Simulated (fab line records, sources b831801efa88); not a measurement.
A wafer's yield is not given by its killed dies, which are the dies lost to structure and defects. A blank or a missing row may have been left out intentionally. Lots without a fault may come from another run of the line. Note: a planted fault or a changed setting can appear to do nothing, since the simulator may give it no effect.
Problem report in the 8D (eight disciplines) form, filled by code / flow sky130 / the parts of the form that need people (team, actions taken, sign-off) are left out

1. WHAT IS WRONG
Mean of cd nm at SKY_FIELD_ISO_CD_MEAS_13: 115.9 nm across 6 wafers in 2 lots; on wafers with no fault it is 149.8 nm (standard deviation 1.3). That puts it -26 standard deviations away from the usual mean.
The step: target cd 150 nm.
Seen first at day 5 11:14 on cd sem-02, wafer L921.1. The record holds 39 wafers of 13 lots with a number at this step. The rule behind "out" and "out of limits": a value lying over 4 standard deviations away from the usual mean. The other wafers with a number count as sound.

2. WHAT IT IS; WHAT IT IS NOT
question=which readings at this step; is=cd nm; is not=-
question=which lots; is=L921, L925; is not=L906, L908, L909, L910, L911, L912, L914, L915, L916, L917, L918
question=which wafers of those lots; is=all that have a number; is not=-
question=read on which gauges; is=cd sem-02; is not=cd sem-01
question=when; is=from day 5 11:14; is not=up to then (33 sound wafers)

3. WHAT RULES OUT EACH SUSPECT
Counting: any tool at a process step up to the reading is kept as a suspect provided that every lot that is out went through it and no sound lot did after the first of them.
- ruled out: the gauge at SKY_FIELD_ISO_CD_MEAS_13. All the wafers that are out were read on cd sem-02, but those of them that SKY_FIELD_ISO_EXPOSE_10 has rows for are out there too, on other tools.
- krf scanner-01 at SKY_FIELD_ISO_EXPOSE_10 (exposes mask FOM, target cd 150 nm): kept. It processed each lot that is out, first L921 at day 5 02:04, and no sound lot thereafter; up to then, the last sound lot it processed was L916 at day 4 00:37. Its own readings are out on those wafers: exposure dose mJ cm2.
The count leaves krf scanner-01 at SKY_FIELD_ISO_EXPOSE_10.

4. THE CAUSE (what the simulator had put in)
Process parameter drift: krf scanner-01, from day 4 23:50 on, at SKY_FIELD_ISO_EXPOSE_10. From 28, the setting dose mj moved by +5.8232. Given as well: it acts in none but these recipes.
Only this tool survived the counting.

5. THE EFFECT CHAIN, in route order
Each row: a reading where the mean over the struck wafers with a number is more than 3 standard deviations away from the usual. Only readings whose record carries a usual standard deviation are examined. hours: median over the lots of the time between each lot's start at the first step of this table that gives one and its start at this step. sigmas: the change, counted in usual standard deviations.
hours=0; step=SKY_FIELD_ISO_EXPOSE_10; reading=exposure dose mJ cm2; usual=28.004; on struck wafers=33.250; change=+5.246; sigmas=+99 or more
hours=9; step=SKY_FIELD_ISO_CD_MEAS_13; reading=cd nm; usual=149.8 nm; on struck wafers=115.9; change=-33.9; sigmas=-26
hours=1064; step=SKY_PAD_OPEN_PROBE_99; reading=killed at front end; usual=14; on struck wafers=360; change=+346; sigmas=+79
hours=1064; step=SKY_PAD_OPEN_PROBE_99; reading=killed dies; usual=84; on struck wafers=429; change=+345; sigmas=+35
hours=1064; step=SKY_PAD_OPEN_PROBE_99; reading=killed on rim; usual=16; on struck wafers=67; change=+51; sigmas=+13
Here are the process steps it includes:
- SKY_FIELD_ISO_EXPOSE_10: exposes mask FOM, target cd 150 nm.
- SKY_PAD_OPEN_PROBE_99

6. WHAT WOULD HAVE CAUGHT IT SOONER
11 hours passed between the start of the fault at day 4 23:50 and the first reading out of limits at a measuring or inspecting step in this record, taken at day 5 11:14.
At SKY_FIELD_ISO_EXPOSE_10, the tool's own readings (exposure dose mJ cm2) were out on each struck wafer the step has a row for, so an alarm limit on them would have fired on the first such wafer.
Among the 2 lots that are out, L925 began SKY_FIELD_ISO_EXPOSE_10 on krf scanner-01 after day 5 11:14. Had the tool been put on hold then, it would have been spared.
